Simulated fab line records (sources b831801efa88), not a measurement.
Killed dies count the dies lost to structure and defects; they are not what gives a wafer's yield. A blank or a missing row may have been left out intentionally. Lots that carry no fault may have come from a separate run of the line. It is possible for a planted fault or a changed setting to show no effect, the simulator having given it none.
Which of the tools did it? ; flow gf180mcu ; 33 wafers from 11 lots sampled at 2 of the route's 602 steps

== WHAT THE GAUGES SHOWED, per wafer ==
GF_M5_CD_MEAS_07: target cd 280 nm.
lot;measured;on;cd-nm (nm)
L640;day 26 23:07;cd-sem-02;280.4 280.6 281.3
L642;day 27 13:37;cd-sem-01;279.3 279.3 278.5
L643;day 27 23:13;cd-sem-01;281.7 282.1 281.7
L644;day 28 08:07;cd-sem-01;280.7 282.1 279.8
L645;day 28 12:01;cd-sem-02;278.8 278.7 279.9
L646;day 28 21:52;cd-sem-02;280.7 279.3 279.6
L647;day 29 06:10;cd-sem-01;279.0 278.9 279.8
L648;day 29 11:58;cd-sem-02;281.3 281.4 281.3
L656;day 31 16:58;cd-sem-01;278.6 279.1 279.1
L658;day 32 01:25;cd-sem-01;280.7 278.4 279.7
L660;day 32 15:34;cd-sem-02;278.1 279.0 278.3

== TOOL THAT RAN EACH LOT (tool first, then ch and the chambers of the sampled wafers, then the start) ==
lot;GF_MIM_METAL_ETCH_19
L640;rie-metal-03 ch 0,1, day 26 01:42
L642;rie-metal-01 ch 1, day 26 16:24
L643;rie-metal-03 ch 1, day 27 03:04
L644;rie-metal-01 ch 0,1, day 27 11:46
L645;rie-metal-02 ch 0,1, day 27 15:47
L646;rie-metal-03 ch 0,1, day 28 02:44
L647;rie-metal-02 ch 0,1, day 28 10:43
L648;rie-metal-01 ch 0,1, day 28 16:28
L656;rie-metal-01 ch 0,1, day 30 23:18
L658;rie-metal-02 ch 0,1, day 31 07:03
L660;rie-metal-01 ch 0,1, day 31 22:18
- GF_MIM_METAL_ETCH_19: etches the open film in Cl2/BCl3, stops on Si3N4, target depth 324.5 nm, time 54.1 s.

== AS READ BY THE TOOLS THEMSELVES (means over the sampled wafers that have a number; for cases with no such wafer, the mark the record gives instead) ==
GF_MIM_METAL_ETCH_19.
lot;tool;bcl3-flow-sccm (sccm);bias-w (W);drypump-motor-current-A (A);he-backside-leak-sccm (sccm);oes-product-au (a.u.);throttle-valve-pct (%)
L640;rie-metal-03;39.94;139.9;5.5;3.3;0.948;28.275
L642;rie-metal-01;40.01;139.7;5.2;3.0;0.942;28.284
L643;rie-metal-03;39.90;140.2;5.9;3.2;0.945;28.285
L644;rie-metal-01;39.96;139.9;5.5;3.1;0.944;28.285
L645;rie-metal-02;40.01;140.0;5.4;3.3;0.946;28.275
L646;rie-metal-03;40.03;140.2;5.1;3.3;0.947;28.277
L647;rie-metal-02;40.01;139.9;5.3;3.6;0.949;28.287
L648;rie-metal-01;40.02;140.2;5.6;3.3;0.934;28.290
L656;rie-metal-01;40.00;139.6;5.6;3.2;0.939;28.284
L658;rie-metal-02;39.96;140.0;5.3;3.5;0.941;28.297
L660;rie-metal-01;40.12;140.3;6.0;3.3;0.948;28.277

== THE ANSWER, worked out from the rows above alone ==
Rule: the usual values come from the lots themselves. Put in order of their means at a reading, lots are off if they are a third of the lots or fewer, leave a main group of 4 or more, and stand apart from it by a gap of 3 or more times the standard deviation of the main group's means; of several such gaps the widest counts. Not used: any main group whose means are identical at the precision the tables above print for the reading. Also off: a lot with no number at a reading for which 4 or more lots have one. All remaining lots with rows at the step are treated as sound. First the gauges in route order, then the tools' own readings, where a lot's mean is used as printed above. At the first step where some lot is off, the reading lying furthest off is the one used; lots without a number count as furthest.
No lot is off at any reading shown: from this, nothing can be told.

== WHAT THE SIMULATOR HAD INSERTED ==
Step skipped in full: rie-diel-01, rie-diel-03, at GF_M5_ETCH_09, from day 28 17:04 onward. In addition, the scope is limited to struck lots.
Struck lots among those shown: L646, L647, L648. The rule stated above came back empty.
